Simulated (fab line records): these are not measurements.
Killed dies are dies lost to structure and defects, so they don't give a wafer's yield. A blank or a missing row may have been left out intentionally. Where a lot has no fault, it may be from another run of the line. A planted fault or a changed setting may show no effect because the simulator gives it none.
fab line records	flow gf180mcu
record lots=7	wafers=21	last-day=34
route steps=602 shown V5@558 TOP_METAL@567
lots untouched by any fault: they come from a run of this same line in which no faults occurred
start-h: hours from the record's first day to the start of the lot's first wafer shown	wait-h: hours since the lot's step before	" unchanged from the row above	L1.1+2: a row that stands for several wafers	- no value, or no start was given	* or withheld: withheld	< > ~ a bound
route shown NAME@n: NAME is a module with steps in the file, n the number in the route of the first one	usual: the fault-free wafers' mean and standard deviation	same: alike in all rows	chamber/n: place in a boat	sites: readings site by site	_std_site: standard deviation of those values	_edge_site: inner sites' mean taken away from outer sites' mean	radius-mm: for every site, how far away it sits from the centre of the wafer	mask NAME#n: copy n	behind: the last tool/chamber to shape the wafer	hold: cause of the lot's hold/its duration in hours/its outcome	device: names the non-switching transistor (n, p or np)	end of line: the tests these same wafers got at the end of their route	where a step has no rows: the recipe by itself	killed: count of dies lost to structure and defects at first sort (not the wafer's yield)	map: a wafer's dies, x killed, . not, _ none there
set.NAME: the setting that was run; set.NAME@STEP: the one run at that earlier step	model.NAME: the simulator's own value behind a step, which no gauge read
certain route steps with their lots: each step a table, each wafer a row
services: the hour from which a tool's chamber was out of use, counted from the record's first day as start-h (under 0 if before that day), plus the number of hours and why
## steps
# step GF_V5_STRIP_18
# recipe chemistry=O2/N2	power-w=1400	pressure-mtorr=1500	platen-temp-c=250	o2-flow-sccm=3000	n2-flow-sccm=300	overash-fraction=0.5
# usual drypump-motor-current-A=6.0/0.53	heater-power-w=359/58	oes-product-au=0.568/0.0055
lot.wafer	tool	chamber	start-h	wait-h	drypump-motor-current-A	heater-power-w	oes-product-au	rf-hours-counter-h
L883.2	plasma-asher-04	0	685.46	-	6.1	309	0.569	91
L883.3	"	0	"	"	6.1	318	0.569	-
L883.4	"	1	"	"	6.7	426	0.565	-
L884.4	plasma-asher-04	0	693.04	-	6.1	315	0.574	-
L884.5	"	0	"	"	6.1	311	0.567	-
L884.6	"	1	"	"	6.6	422	0.569	-
L888.1	plasma-asher-02	1	717.65	-	5.5	391	0.568	66
L888.2	"	0	"	"	6.3	277	0.568	66
L888.5	"	0	"	"	6.4	277	0.571	-
L889.3	plasma-asher-02	1	723.79	-	5.6	409	0.570	-
L889.4	"	0	"	"	6.4	275	0.570	-
L889.5	"	0	"	"	6.4	280	0.557	-
L891.3	plasma-asher-02	1	735.79	-	5.5	393	0.568	-
L891.5	"	0	"	"	6.3	282	0.569	-
L891.6	"	1	"	"	5.5	402	0.561	-
L892.3	plasma-asher-04	0	747.01	-	6.1	316	0.560	-
L892.4	"	1	"	"	6.7	425	0.577	-
L892.5	"	0	"	"	6.1	318	0.570	-
L899.1	plasma-asher-03	0	780.51	-	6.2	422	0.574	4
L899.2	"	1	"	"	4.9	323	0.567	4
L899.6	"	1	"	"	4.9	323	0.572	-
# step GF_V5_STRIP_19
# recipe chemistry=post-etch-residue-remover	time-s=1200	temp-c=72.5
# step GF_V5_CLEAN_20
# recipe chemistry=DIW	dry=n2-spin
# step GF_V5_SPUTTER_21
# recipe material=Ti	target-thk-nm=15	chamber-pressure-pa=5	power-w=2500	substrate-temp-c=200	time-s=80.02
# usual throttle-valve-pct=30.3/0.67
lot.wafer	tool	chamber	start-h	wait-h	throttle-valve-pct
L883.2	pvd-sputter-03	-	686.10	0.0	29.7
L883.3	"	-	"	"	30.7
L883.4	"	-	"	"	29.9
L884.4	pvd-sputter-03	-	693.57	0.0	29.7
L884.5	"	-	"	"	29.9
L884.6	"	-	"	"	30.4
L888.1	pvd-sputter-03	-	718.19	0.0	30.5
L888.2	"	-	"	"	29.8
L888.5	"	-	"	"	29.8
L889.3	pvd-sputter-02	-	724.29	0.0	30.5
L889.4	"	-	"	"	29.7
L889.5	"	-	"	"	30.9
L891.3	pvd-sputter-01	-	736.29	0.0	28.9
L891.5	"	-	"	"	30.4
L891.6	"	-	"	"	30.9
L892.3	pvd-sputter-02	-	747.55	0.0	29.5
L892.4	"	-	"	"	30.7
L892.5	"	-	"	"	30.7
L899.1	pvd-sputter-03	-	781.04	0.0	30.5
L899.2	"	-	"	"	30.1
L899.6	"	-	"	"	30.2
# step GF_V5_SPUTTER_22
# recipe material=TiN	target-thk-nm=10	chamber-pressure-pa=5	power-w=4000	time-s=40
# usual throttle-valve-pct=30.3/0.69
lot.wafer	tool	chamber	start-h	wait-h	throttle-valve-pct
L883.2	pvd-sputter-03	-	686.16	0.0	30.1
L883.3	"	-	"	"	30.6
L883.4	"	-	"	"	29.7
L884.4	pvd-sputter-03	-	693.62	0.0	29.8
L884.5	"	-	"	"	29.8
L884.6	"	-	"	"	30.6
L888.1	pvd-sputter-03	-	718.25	0.0	30.6
L888.2	"	-	"	"	29.8
L888.5	"	-	"	"	29.8
L889.3	pvd-sputter-02	-	724.35	0.0	30.4
L889.4	"	-	"	"	29.6
L889.5	"	-	"	"	30.8
L891.3	pvd-sputter-01	-	736.35	0.0	29.1
L891.5	"	-	"	"	30.6
L891.6	"	-	"	"	30.7
L892.3	pvd-sputter-02	-	747.61	0.0	29.8
L892.4	"	-	"	"	30.7
L892.5	"	-	"	"	30.8
L899.1	pvd-sputter-03	-	781.10	0.0	30.7
L899.2	"	-	"	"	30.1
L899.6	"	-	"	"	30.7
# step GF_V5_CVD_23
# recipe material=W	target-thk-nm=350	time-s=104.9	temp-c=400	pressure-torr=40
# step GF_V5_RS_MEAS_24
# recipe thk-meas-gauge=four-point-probe	reads=W_of_V5_CVD_23+TiN_of_V5_SPUTTER_22+Ti_of_V5_SPUTTER_21
# usual V5_W_RS=0.325/0.0031
lot.wafer	tool	chamber	start-h	wait-h	V5_W_RS[ohm/sq]
L883.2	film-metro-02	-	686.33	0.1	0.325
L883.3	"	-	"	"	0.322
L883.4	"	-	"	"	0.326
L884.4	film-metro-03	-	693.82	0.1	0.327
L884.5	"	-	"	"	0.329
L884.6	"	-	"	"	0.328
L888.1	film-metro-02	-	718.40	0.1	0.327
L888.2	"	-	"	"	0.335
L888.5	"	-	"	"	0.331
L889.3	film-metro-01	-	724.55	0.1	0.325
L889.4	"	-	"	"	0.323
L889.5	"	-	"	"	0.325
L891.3	film-metro-03	-	736.54	0.1	0.322
L891.5	"	-	"	"	0.322
L891.6	"	-	"	"	0.326
L892.3	film-metro-03	-	747.80	0.1	0.324
L892.4	"	-	"	"	0.329
L892.5	"	-	"	"	0.324
L899.1	film-metro-03	-	781.25	0.1	0.322
L899.2	"	-	"	"	0.325
L899.6	"	-	"	"	0.323
# step GF_V5_THK_MEAS_25
# recipe thk-meas-gauge=xrf	reads=W_of_V5_CVD_23
# usual V5_W_THK=361/4.2
lot.wafer	tool	chamber	start-h	wait-h	V5_W_THK[nm]
L883.2	film-metro-02	-	686.44	0.1	365
L883.3	"	-	"	"	369
L883.4	"	-	"	"	366
L884.4	film-metro-03	-	693.91	0.1	357
L884.5	"	-	"	"	353
L884.6	"	-	"	"	352
L888.1	film-metro-02	-	718.52	0.1	357
L888.2	"	-	"	"	353
L888.5	"	-	"	"	355
L889.3	film-metro-01	-	724.65	0.1	361
L889.4	"	-	"	"	361
L889.5	"	-	"	"	361
L891.3	film-metro-03	-	736.64	0.1	362
L891.5	"	-	"	"	365
L891.6	"	-	"	"	357
L892.3	film-metro-03	-	747.90	0.1	362
L892.4	"	-	"	"	357
L892.5	"	-	"	"	362
L899.1	film-metro-03	-	781.37	0.1	356
L899.2	"	-	"	"	356
L899.6	"	-	"	"	358
# step GF_V5_CMP_26
# recipe stop-on=SiO2	down-force-psi=3.5	platen-rpm=60	t-overpolish-s=15	target-thk-nm=0	pad-velocity-m-s=0.94248
# step GF_TOP_METAL_SPUTTER_00
# recipe material=Ti	target-thk-nm=37.5	arriving-ion-energy-ev=80	substrate-temp-c=200	chamber-pressure-pa=2	power-w=4000	time-s=150
# usual throttle-valve-pct=30.1/0.97
lot.wafer	tool	chamber	start-h	wait-h	throttle-valve-pct
L883.2	pvd-sputter-03	-	686.79	0.1	29.9
L883.3	"	-	"	"	30.6
L883.4	"	-	"	"	29.5
L884.4	pvd-sputter-04	-	694.24	0.1	30.6
L884.5	"	-	"	"	30.6
L884.6	"	-	"	"	28.3
L888.1	pvd-sputter-03	-	718.88	0.1	30.3
L888.2	"	-	"	"	29.8
L888.5	"	-	"	"	30.7
L889.3	pvd-sputter-03	-	725.04	0.1	30.8
L889.4	"	-	"	"	30.1
L889.5	"	-	"	"	29.8
L891.3	pvd-sputter-04	-	736.98	0.2	28.7
L891.5	"	-	"	"	28.5
L891.6	"	-	"	"	32.2
L892.3	pvd-sputter-03	-	748.36	0.1	30.0
L892.4	"	-	"	"	30.0
L892.5	"	-	"	"	30.7
L899.1	pvd-sputter-02	-	781.73	0.1	29.5
L899.2	"	-	"	"	30.6
L899.6	"	-	"	"	30.5
# step GF_TOP_METAL_SPUTTER_01
# recipe material=TiN	target-thk-nm=30	power-w=6500	time-s=25	chamber-pressure-pa=0.4
# step GF_TOP_METAL_SPUTTER_02
# recipe material=AlCu	target-thk-nm=900	power-w=10600	chamber-pressure-pa=0.3	substrate-temp-c=250	gas=Ar	time-s=47.82
# step GF_TOP_METAL_SPUTTER_03
# recipe material=Ti	target-thk-nm=5	substrate-temp-c=300	chamber-pressure-pa=0.3	power-w=3000	time-s=3.3
# usual throttle-valve-pct=30.1/0.97
lot.wafer	tool	chamber	start-h	wait-h	throttle-valve-pct	model.Ti_of_TOP_METAL_SPUTTER_03.thk-nm
L883.2	pvd-sputter-03	-	686.96	0.0	30.1	4.866
L883.3	"	-	"	"	30.5	4.654
L883.4	"	-	"	"	29.8	5.024
L884.4	pvd-sputter-04	-	694.41	0.0	30.7	5.258
L884.5	"	-	"	"	30.4	5.221
L884.6	"	-	"	"	28.3	5.128
L888.1	pvd-sputter-03	-	719.05	0.0	30.0	4.865
L888.2	"	-	"	"	29.9	5.2
L888.5	"	-	"	"	30.5	1.956
L889.3	pvd-sputter-03	-	725.22	0.0	30.6	2.151
L889.4	"	-	"	"	30.0	5.31
L889.5	"	-	"	"	29.8	5.083
L891.3	pvd-sputter-04	-	737.15	0.0	28.7	5.017
L891.5	"	-	"	"	28.8	4.967
L891.6	"	-	"	"	31.8	4.977
L892.3	pvd-sputter-03	-	748.54	0.0	30.4	4.925
L892.4	"	-	"	"	29.8	5.068
L892.5	"	-	"	"	30.7	2.171
L899.1	pvd-sputter-02	-	781.91	0.0	29.3	4.809
L899.2	"	-	"	"	30.9	4.983
L899.6	"	-	"	"	30.8	4.885
# step GF_TOP_METAL_SPUTTER_04
# recipe material=TiN	target-thk-nm=25	power-w=6500	time-s=20.8	chamber-pressure-pa=0.4
# usual throttle-valve-pct=30.1/0.98
lot.wafer	tool	chamber	start-h	wait-h	throttle-valve-pct
L883.2	pvd-sputter-03	-	686.98	0.0	29.6
L883.3	"	-	"	"	30.4
L883.4	"	-	"	"	29.8
L884.4	pvd-sputter-04	-	694.43	0.0	30.9
L884.5	"	-	"	"	30.7
L884.6	"	-	"	"	28.5
L888.1	pvd-sputter-03	-	719.07	0.0	30.3
L888.2	"	-	"	"	29.9
L888.5	"	-	"	"	30.5
L889.3	pvd-sputter-03	-	725.23	0.0	30.6
L889.4	"	-	"	"	30.1
L889.5	"	-	"	"	30.1
L891.3	pvd-sputter-04	-	737.17	0.0	28.7
L891.5	"	-	"	"	28.4
L891.6	"	-	"	"	31.8
L892.3	pvd-sputter-03	-	748.55	0.0	30.2
L892.4	"	-	"	"	29.6
L892.5	"	-	"	"	30.7
L899.1	pvd-sputter-02	-	781.93	0.0	29.7
L899.2	"	-	"	"	31.0
L899.6	"	-	"	"	30.9
## services
tool	chamber	start-h	hours	kind
pvd-sputter-02	-	670.03	1.7	repair
plasma-asher-03	-	674.48	4.3	repair
pvd-sputter-03	3	679.19	-	consumable-replace:kit
pvd-sputter-03	3	679.19	18.0	scheduled-down
pvd-sputter-03	3	679.19	18.0	vent-cycle
pvd-sputter-01	-	689.09	1.5	repair
pvd-sputter-04	1	702.52	-	consumable-replace:kit
pvd-sputter-04	1	702.52	18.0	scheduled-down
pvd-sputter-04	1	702.52	18.0	vent-cycle
plasma-asher-04	-	713.94	28.1	pm
pvd-sputter-02	2	729.12	-	consumable-replace:kit
pvd-sputter-02	2	729.12	18.0	scheduled-down
pvd-sputter-02	2	729.12	18.0	vent-cycle
plasma-asher-03	-	733.75	9.0	pm
plasma-asher-03	0	733.75	9.0	vent-cycle
plasma-asher-03	1	733.75	9.0	vent-cycle
plasma-asher-03	0	742.75	-	clean
plasma-asher-03	1	742.75	-	clean
pvd-sputter-04	0	780.96	-	consumable-replace:kit
pvd-sputter-04	0	780.96	18.0	scheduled-down
pvd-sputter-04	0	780.96	18.0	vent-cycle
## key
first-sign none at tools or gauges
model-effect step=GF_TOP_METAL_SPUTTER_03	value=Ti_of_TOP_METAL_SPUTTER_03.thk-nm	without=4.965	struck=2.092
met-at GF_TOP_METAL_SPUTTER_03
struck-wafers L888.5,L889.3,L892.5
onset-between 686.96 719.05
fault kind=process-parameter-drift	tool=pvd-sputter-03	chamber=-	onset-h=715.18	steps=GF_TOP_METAL_SPUTTER_03	channel=target-thk-nm	offset=-2.8726	shape=step	end-h=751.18	acts-in=these-recipes-only	stated=5	scope=struck-wafers-only
